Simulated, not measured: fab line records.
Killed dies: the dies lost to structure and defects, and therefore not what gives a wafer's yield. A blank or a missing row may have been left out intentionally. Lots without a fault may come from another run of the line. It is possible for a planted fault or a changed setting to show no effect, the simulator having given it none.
fab line records    flow sky130
record: lots: 7  wafers: 21  last-day: 50
route steps=708 shown CAPM@538
lots untouched by any fault: they come from a run of this same line in which no faults occurred
start-h: the number of hours between the record's first day and the start of the first shown wafer of the lot    wait-h: hours elapsed since this lot's preceding step    " repeats the value in the row above    L1.1+2: a row that stands for several wafers    - no value, or no start was given    * or withheld: withheld    < > ~ a bound
route shown NAME@n: names a module that has steps shown in the file, with the first one's number in the route    usual: average and standard deviation across the fault-free wafers    same: alike in all rows    chamber/n: place in a boat    sites: readings site by site    _std_site: standard deviation across them    _edge_site: inner sites' mean taken away from outer sites' mean    radius-mm: how far each site lies from the wafer's centre    mask NAME#n: copy n    behind: the tool/chamber that last shaped the wafer    hold: why the lot went on hold/how many hours it stayed there/how the hold came to an end    device: names the non-switching transistor (n, p or np)    end of line: at the end of the route, the tests of the same wafers    for a step that has no rows: nothing shown but its recipe    killed: count of dies lost to structure and defects at first sort (not the wafer's yield)    map: shows each die of a wafer: x if killed, . if not, _ if none is there
set.NAME: the run value of the setting; set.NAME@STEP: its run value at that earlier step    model.NAME: the simulator's own value behind a step, which no gauge read
lots at some steps of the route; a table a step, a row a wafer
services: the hour from which a tool's chamber was out of use, counted from the record's first day as start-h (under 0 if before that day), plus the number of hours and why
== steps ==
step: SKY_CAPM_THK_MEAS_01
recipe: reads: SiO2_of_CAPM_CVD_00
usual: CAPM_CVD_00_THK: 15.58/0.25
lot.wafer  tool           chamber  start-h  wait-h  CAPM_CVD_00_THK[nm]
L937.3     film-metro-02  -        880.32   -       15.19
L937.5     "              -        "        "       15.40
L937.6     "              -        "        "       15.54
L938.1     film-metro-02  -        883.43   -       15.52
L938.5     "              -        "        "       15.96
L938.6     "              -        "        "       16.19
L939.1     film-metro-04  -        895.78   -       15.30
L939.4     "              -        "        "       15.69
L939.5     "              -        "        "       15.65
L940.2     film-metro-03  -        902.60   -       15.26
L940.3     "              -        "        "       15.58
L940.6     "              -        "        "       15.61
L942.2     film-metro-02  -        906.48   -       15.83
L942.5     "              -        "        "       15.85
L942.6     "              -        "        "       15.94
L951.2     film-metro-03  -        971.79   -       14.86
L951.4     "              -        "        "       15.95
L951.5     "              -        "        "       15.68
L958.2     film-metro-02  -        1010.35  -       15.37
L958.3     "              -        "        "       15.74
L958.5     "              -        "        "       15.44
step: SKY_CAPM_SPUTTER_02
recipe: material: TiN  target-thk-nm: 200  temp-c: 300  power-w: 6500  time-s: 166.7  chamber-pressure-pa: 0.4
usual: susceptor-temp-C: 300.01/0.2  throttle-valve-pct: 29.7/0.73
lot.wafer  tool            chamber  start-h  wait-h  susceptor-temp-C  throttle-valve-pct
L937.3     pvd-sputter-04  -        880.36   0.0     299.83            29.8
L937.5     "               -        "        "       299.74            29.5
L937.6     "               -        "        "       300.04            29.4
L938.1     pvd-sputter-01  -        883.49   0.1     300.19            27.5
L938.5     "               -        "        "       300.36            30.2
L938.6     "               -        "        "       300.11            31.5
L939.1     pvd-sputter-03  -        895.84   0.1     300.42            30.2
L939.4     "               -        "        "       299.95            30.0
L939.5     "               -        "        "       300.28            30.3
L940.2     pvd-sputter-04  -        902.65   0.0     300.09            29.2
L940.3     "               -        "        "       299.95            29.6
L940.6     "               -        "        "       300.16            29.3
L942.2     pvd-sputter-04  -        906.53   0.0     300.04            29.8
L942.5     "               -        "        "       299.98            29.3
L942.6     "               -        "        "       300.04            29.5
L951.2     pvd-sputter-01  -        971.84   0.0     300.44            31.9
L951.4     "               -        "        "       300.19            30.0
L951.5     "               -        "        "       299.75            27.6
L958.2     pvd-sputter-04  -        1010.40  0.0     299.74            29.6
L958.3     "               -        "        "       299.46            29.5
L958.5     "               -        "        "       300.10            29.2
step: SKY_CAPM_RS_MEAS_03
recipe: thk-meas-gauge: four-point-probe  reads: TiN_of_CAPM_SPUTTER_02
usual: CAPM_TIN_RS: 6.92/0.1
lot.wafer  tool           chamber  start-h  wait-h  CAPM_TIN_RS[ohm/sq]
L937.3     film-metro-04  -        880.51   0.1     6.99
L937.5     "              -        "        "       7.08
L937.6     "              -        "        "       6.90
L938.1     film-metro-03  -        883.60   0.1     6.76
L938.5     "              -        "        "       6.99
L938.6     "              -        "        "       6.89
L939.1     film-metro-02  -        895.95   0.1     6.93
L939.4     "              -        "        "       6.70
L939.5     "              -        "        "       6.89
L940.2     film-metro-04  -        902.77   0.1     6.95
L940.3     "              -        "        "       7.07
L940.6     "              -        "        "       7.06
L942.2     film-metro-03  -        906.66   0.1     6.81
L942.5     "              -        "        "       6.86
L942.6     "              -        "        "       6.76
L951.2     film-metro-04  -        971.97   0.1     6.97
L951.4     "              -        "        "       7.03
L951.5     "              -        "        "       6.85
L958.2     film-metro-04  -        1010.52  0.1     7.04
L958.3     "              -        "        "       6.94
L958.5     "              -        "        "       7.09
step: SKY_CAPM_THK_MEAS_04
recipe: thk-meas-gauge: xrf  reads: TiN_of_CAPM_SPUTTER_02
usual: CAPM_TIN_THK: 201.6/2.6
lot.wafer  tool           chamber  start-h  wait-h  CAPM_TIN_THK[nm]
L937.3     film-metro-04  -        880.61   0.1     201.2
L937.5     "              -        "        "       199.6
L937.6     "              -        "        "       203.9
L938.1     film-metro-03  -        883.72   0.1     206.8
L938.5     "              -        "        "       199.0
L938.6     "              -        "        "       202.7
L939.1     film-metro-02  -        896.07   0.1     201.0
L939.4     "              -        "        "       207.5
L939.5     "              -        "        "       201.5
L940.2     film-metro-04  -        902.88   0.1     201.3
L940.3     "              -        "        "       198.8
L940.6     "              -        "        "       199.1
L942.2     film-metro-03  -        906.77   0.1     202.9
L942.5     "              -        "        "       202.6
L942.6     "              -        "        "       205.8
L951.2     film-metro-04  -        972.08   0.1     200.6
L951.4     "              -        "        "       199.0
L951.5     "              -        "        "       204.1
L958.2     film-metro-04  -        1010.63  0.1     199.3
L958.3     "              -        "        "       201.7
L958.5     "              -        "        "       196.8
step: SKY_CAPM_DEHYDRATE_05
recipe: temp-c: 200  time-s: 60
step: SKY_CAPM_HMDS_06
recipe: prime-time-s: 60  prime-temp-c: 120
step: SKY_CAPM_COAT_07
recipe: resist: NOVOLAK  spin-rpm: 3000  resist-thk-nm: 1140
step: SKY_CAPM_SOFTBAKE_08
recipe: temp-c: 90  time-s: 60  resist: NOVOLAK
step: SKY_CAPM_EXPOSE_09
recipe: mask-id: CAPM  na: 0.6  source-shape: conventional  sigma-outer: 0.6  polarization: unpolarized  target-cd-nm: 1000  dose-mj: 159
step: SKY_CAPM_PEB_10
recipe: temp-c: withheld  time-s: *  resist: NOVOLAK
step: SKY_CAPM_DEVELOP_11
recipe: resist: NOVOLAK  developer: TMAH  develop-time-s: 60  dev-temp-c: 23
step: SKY_CAPM_OVL_MEAS_12
usual: CAPM_OVL: -1.1/1.3
lot.wafer  tool        chamber  start-h  wait-h  CAPM_OVL[nm]
L937.3     overlay-02  -        905.59   0.1     -3.4
L937.5     "           -        "        "       -1.9
L937.6     "           -        "        "       -2.5
L938.1     overlay-02  -        909.03   0.1     -2.5
L938.5     "           -        "        "       -1.5
L938.6     "           -        "        "       -1.4
L939.1     overlay-01  -        921.36   0.1     -3.1
L939.4     "           -        "        "       -2.9
L939.5     "           -        "        "       -2.6
L940.2     overlay-02  -        927.67   0.1     0.1
L940.3     "           -        "        "       0.3
L940.6     "           -        "        "       -0.5
L942.2     overlay-01  -        931.44   0.1     -0.9
L942.5     "           -        "        "       -1.6
L942.6     "           -        "        "       -1.6
L951.2     overlay-02  -        996.11   0.1     -1.2
L951.4     "           -        "        "       -2.3
L951.5     "           -        "        "       -1.4
L958.2     overlay-01  -        1032.76  0.1     0.0
L958.3     "           -        "        "       -0.2
L958.5     "           -        "        "       -1.0
step: SKY_CAPM_METAL_ETCH_13
recipe: target-depth-nm: 220  stop-on: SiO2  chemistry: Cl2/BCl3  target: TiN  pressure-mtorr: 10  icp-w: 900  bias-w: 48.5  Cl2_flow_sccm: 60  bcl3-flow-sccm: 30  time-s: 62.9
usual: bcl3-flow-sccm: 30.00/0.1  bias-w: 48.47/0.13  drypump-motor-current-A: 5.6/0.46  oes-product-au: 0.940/0.0085  throttle-valve-pct: 21.903/0.011
lot.wafer  tool          chamber  start-h  wait-h  bcl3-flow-sccm  bias-w  drypump-motor-current-A  oes-product-au  rf-hours-counter-h  throttle-valve-pct  model.NOVOLAK_of_CAPM_COAT_07.thk-nm
L937.3     rie-metal-03  0        905.64   0.0     29.98           48.36   6.0                      0.933           -                   21.912              988.2
L937.5     "             1        "        "       29.94           48.55   5.0                      0.925           -                   21.906              990.9
L937.6     "             0        "        "       29.96           48.45   6.0                      0.945           -                   21.910              988.2
L938.1     rie-metal-02  0        909.07   0.0     -               -       -                        -               -                   -                   1139
L938.5     "             0        "        "       -               -       -                        -               -                   -                   1140
L938.6     "             1        "        "       -               -       -                        -               -                   -                   1142
L939.1     rie-metal-04  0        921.39   0.0     -               -       -                        -               -                   -                   1136
L939.4     "             1        "        "       -               -       -                        -               -                   -                   1139
L939.5     "             1        "        "       -               -       -                        -               -                   -                   1137
L940.2     rie-metal-04  0        927.70   0.0     -               -       -                        -               -                   -                   1141
L940.3     "             0        "        "       -               -       -                        -               -                   -                   1141
L940.6     "             1        "        "       -               -       -                        -               -                   -                   1142
L942.2     rie-metal-03  0        931.47   0.0     30.09           48.91   6.0                      0.949           0                   21.903              994
L942.5     "             0        "        "       29.96           48.35   6.0                      0.937           -                   21.918              993.6
L942.6     "             1        "        "       30.26           48.29   5.0                      0.949           -                   21.884              996.6
L951.2     rie-metal-04  0        996.14   0.0     30.03           48.43   6.0                      0.938           14                  21.911              996.1
L951.4     "             0        "        "       30.09           48.53   5.9                      0.930           -                   21.903              991.4
L951.5     "             1        "        "       29.95           48.51   5.2                      0.954           -                   21.898              995.5
L958.2     rie-metal-02  0        1032.79  0.0     29.97           48.54   5.2                      0.938           13                  21.923              987.8
L958.3     "             1        "        "       30.10           48.64   6.3                      0.943           -                   21.906              981.7
L958.5     "             1        "        "       30.11           48.36   6.3                      0.932           -                   21.907              981.3
step: SKY_CAPM_STRIP_14
recipe: chemistry: O2/N2  power-w: 1400  pressure-mtorr: 1500  platen-temp-c: withheld  o2-flow-sccm: 3000  n2-flow-sccm: 300  overash-fraction: 0.5
usual: drypump-motor-current-A: 5.6/0.46  oes-product-au: 0.710/0.0045  strip-time-to-endpoint-s: 12.65/0.049
lot.wafer  tool             chamber  start-h  wait-h  drypump-motor-current-A  oes-product-au  rf-hours-counter-h  strip-time-to-endpoint-s
L937.3     plasma-asher-02  0        905.73   0.1     5.7                      0.707           -                   12.60
L937.5     "                1        "        "       5.4                      0.715           -                   12.62
L937.6     "                0        "        "       5.7                      0.711           -                   12.58
L938.1     plasma-asher-04  0        909.14   0.1     5.2                      0.710           102                 14.16
L938.5     "                0        "        "       5.2                      0.707           -                   14.18
L938.6     "                1        "        "       5.2                      0.724           -                   14.21
L939.1     plasma-asher-03  1        921.47   0.1     6.8                      0.714           82                  14.15
L939.4     "                0        "        "       5.8                      0.714           -                   14.16
L939.5     "                0        "        "       5.9                      0.722           -                   14.15
L940.2     plasma-asher-04  1        927.78   0.1     5.2                      0.713           104                 14.20
L940.3     "                1        "        "       5.2                      0.723           -                   14.19
L940.6     "                1        "        "       5.2                      0.711           -                   14.19
L942.2     plasma-asher-03  0        931.54   0.1     5.9                      0.715           83                  12.67
L942.5     "                1        "        "       6.7                      0.711           -                   12.66
L942.6     "                0        "        "       5.9                      0.709           -                   12.68
L951.2     plasma-asher-03  1        996.22   0.1     6.7                      0.704           89                  12.69
L951.4     "                1        "        "       6.7                      0.705           -                   12.62
L951.5     "                1        "        "       6.7                      0.707           -                   12.68
L958.2     plasma-asher-04  1        1032.87  0.1     5.2                      0.706           116                 12.59
L958.3     "                0        "        "       5.2                      0.713           -                   12.52
L958.5     "                0        "        "       5.2                      0.717           -                   12.49
step: SKY_CAPM_STRIP_15
recipe: chemistry: post-etch-residue-remover  time-s: 1200  temp-c: 72.5
== services ==
tool             chamber  start-h  hours  kind
pvd-sputter-03   -        865.72   6.2    repair
pvd-sputter-01   -        878.44   4.8    repair
rie-metal-03     1        886.46   3.0    repair
plasma-asher-03  -        887.78   2.8    pm
plasma-asher-03  -        896.73   1.9    repair
rie-metal-03     0        913.25   -      clean
rie-metal-03     0        913.25   17.9   scheduled-down
rie-metal-03     0        913.25   17.9   vent-cycle
pvd-sputter-01   1        953.44   -      consumable-replace:kit
pvd-sputter-01   1        953.44   18.0   scheduled-down
pvd-sputter-01   1        953.44   18.0   vent-cycle
pvd-sputter-04   0        958.13   -      consumable-replace:kit
pvd-sputter-04   0        958.13   18.0   scheduled-down
pvd-sputter-04   0        958.13   18.0   vent-cycle
plasma-asher-02  -        996.57   1.5    repair
plasma-asher-03  -        1012.27  28.1   pm
rie-metal-04     -        1026.06  14.6   pm
pvd-sputter-03   1        1032.38  -      consumable-replace:kit
pvd-sputter-03   1        1032.38  18.0   scheduled-down
pvd-sputter-03   1        1032.38  18.0   vent-cycle
== key ==
first-sign: step: SKY_CAPM_METAL_ETCH_13  reading: tool-record  direction: missing
effect: step: SKY_CAPM_STRIP_14  reading: strip-time-to-endpoint-s  direction: up  sigmas: 31  usual: *  struck: *
model-effect: step: SKY_CAPM_METAL_ETCH_13  value: NOVOLAK_of_CAPM_COAT_07.thk-nm  without: 994.5  struck: 1140
met-at SKY_CAPM_METAL_ETCH_13
struck-wafers L938.1,L938.5,L938.6,L939.1,L939.4,L939.5,L940.2,L940.3,L940.6
later-rows-left-out L938.1,L938.5,L938.6,L939.1,L939.4,L939.5,L940.2,L940.3,L940.6
sort-left-out L938.1,L938.5,L938.6,L939.1,L939.4,L939.5,L940.2,L940.3,L940.6
fault: kind: skipped-step-whole  tool: rie-metal-02,rie-metal-04  chamber: -  onset-h: 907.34  steps: SKY_CAPM_METAL_ETCH_13  scope: struck-lots-only
sort-left-out: the simulated sort isn't trusted on such a fault, so these wafers' sort isn't shown, and their yield isn't known
later-rows-left-out: the simulator's readings of these wafers behind a module that went badly wrong aren't trusted and aren't shown, but for the sort
